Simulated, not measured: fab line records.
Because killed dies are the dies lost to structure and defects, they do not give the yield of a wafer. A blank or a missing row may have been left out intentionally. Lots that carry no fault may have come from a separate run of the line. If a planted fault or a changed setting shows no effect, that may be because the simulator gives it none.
Which of the tools did it? | flow gf180mcu | 7 lots with 21 wafers sampled at 3 steps, on a route of 602 steps

## WHAT THE GAUGES READ, wafer by wafer
GF_M2_OVL_MEAS_15.
lot  | measured     | on         | M2_OVL (nm)
L747 | day 19 19:53 | overlay-01 | -3 -5 -2
L749 | day 21 05:21 | overlay-01 | 1 -3 -3
L753 | day 22 09:49 | overlay-02 | -11 -8 -6
L756 | day 23 09:00 | overlay-02 | -3 -14 -5
L760 | day 24 20:19 | overlay-01 | 0 -8 -7
L766 | day 26 16:31 | overlay-01 | -3 -1 -1
L769 | day 27 11:45 | overlay-01 | 6 -6 -7

## EACH LOT AND THE TOOL THAT RAN IT (in order: tool; ch and the chambers of the sampled wafers; start)
lot  | GF_VT_IMPLANT_IMPLANT_08        | GF_M1_SPUTTER_04
L747 | implanter-01 ch 0, day 5 21:19  | pvd sputter-02, day 16 16:30
L749 | implanter-03 ch 0, day 6 19:26  | pvd sputter-04, day 18 00:02
L753 | implanter-01 ch 0, day 7 15:15  | pvd sputter-04, day 19 05:21
L756 | implanter-04 ch 0, day 8 08:32  | pvd sputter-03, day 20 05:11
L760 | implanter-01 ch 0, day 9 09:37  | pvd sputter-04, day 21 19:38
L766 | implanter-03 ch 0, day 10 19:37 | pvd sputter-02, day 23 19:13
L769 | implanter-03 ch 0, day 11 15:04 | pvd sputter-03, day 24 16:19
- GF_VT_IMPLANT_IMPLANT_08
- GF_M1_SPUTTER_04: material TiN, target thk 50 nm, time 41.7 s.

## THE ANSWER, worked out from the rows above alone
Rule: the lots themselves supply what counts as usual. The widest of any qualifying gaps counts: lots, ordered by their means at a reading, are off when they make up no more than a third of the lots, leave a main group of 4 or more, and stand apart from it by 3 or more times the standard deviation of that group's means. Not used: any main group whose means are identical at the precision the tables above print for the reading. A lot without any number at a reading at which 4 lots or more have one is off too. All remaining lots with rows at the step are treated as sound.
None of the lots is off at any reading shown; this tells nothing.

## WHAT THE SIMULATOR HAD INSERTED
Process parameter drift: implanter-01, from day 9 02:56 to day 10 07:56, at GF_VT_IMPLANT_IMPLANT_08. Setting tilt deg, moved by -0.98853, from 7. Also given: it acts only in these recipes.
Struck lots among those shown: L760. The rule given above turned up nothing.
